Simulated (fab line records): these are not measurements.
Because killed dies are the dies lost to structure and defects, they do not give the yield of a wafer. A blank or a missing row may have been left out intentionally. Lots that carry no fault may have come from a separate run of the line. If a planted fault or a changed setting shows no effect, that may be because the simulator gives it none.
Code-filled problem report in 8D (eight disciplines) form || flow gf180mcu || the parts of the form that need people (team, actions taken, sign-off) are left out

## 1. WHAT IS WRONG
Wafers without a fault read 7.37 s, standard deviation 0.04; stripTimeToEndpointS at GF_M1_STRIP_17 reads a mean of 7.10 s on 9 wafers belonging to 3 lots. Measured from the usual mean, that is -6.7 standard deviations.
The step: strips in O2/N2.
Earliest sighting: wafer L883.3 on plasmaAsher-04 at day 21 03:13. The record has a number at this step for 39 wafers belonging to 13 lots. The rule behind "out" and "out of limits": a value lying over 4 standard deviations away from the usual mean. All remaining wafers that have a number are taken as sound.

## 2. WHAT IT IS, AND WHAT IT ISN'T
{"question": "which readings at this step", "is": "stripTimeToEndpointS", "is not": "chamberPressureMTorr, drypumpMotorCurrentA, heaterPowerW"}
{"question": "which lots", "is": "L883, L884, L885", "is not": "L873, L874, L875, L877, L879, L882, L891, L892, L894, L896"}
{"question": "which wafers of those lots", "is": "all that have a number", "is not": "-"}
{"question": "read on which tools", "is": "plasmaAsher-04", "is not": "plasmaAsher-02, plasmaAsher-03"}
{"question": "when", "is": "from day 21 03:13", "is not": "up to then (18 sound wafers); but 12 sound wafers of L891, L892, L894, L896 came after"}

## 3. WHAT RULES OUT EACH SUSPECT
Counting: a tool at a process step up to the reading stays a suspect if it ran every lot that is out and no sound lot after the first of them.
- plasmaAsher-04 at GF_M1_STRIP_17 (strips in O2/N2): kept. All lots that are out passed through it, beginning with L883 at day 21 03:13, and no sound lot followed; its final sound lot before that point was L882 at day 20 22:02. On those wafers its own readings are out: stripTimeToEndpointS.
The count leaves plasmaAsher-04 at GF_M1_STRIP_17.

## 4. THE CAUSE (what the simulator had put in)
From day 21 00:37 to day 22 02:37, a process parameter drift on plasmaAsher-04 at GF_M1_STRIP_17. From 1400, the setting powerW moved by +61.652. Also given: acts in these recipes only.
After counting, this tool was the only one left.

## 5. THE CHAIN OF EFFECTS, in route order
Rows list readings where the struck wafers' mean (over those with a number) sits beyond 3 standard deviations from the usual. Only readings for which the record gives a usual standard deviation are gone through. hours: the time from each lot's start at the first step in this table that gives one to its start at this step, as a median over the lots. sigmas: the change in usual standard deviations.
{"hours": 0, "step": "GF_M1_STRIP_17", "reading": "stripTimeToEndpointS", "usual": "7.37 s", "on struck wafers": 7.10, "change": -0.27, "sigmas": -6.7}
Its process steps:
- GF_M1_STRIP_17: strips in O2/N2.
Later measuring or inspecting steps at which every struck wafer that the step has a row for has a number for every such reading, and none has moved that far: GF_V1_THK_MEAS_03.

## 6. HOW IT WOULD HAVE BEEN CAUGHT EARLIER
The fault began at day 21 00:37; the first out-of-limits reading in this record came at day 21 03:13, 3 hours later.
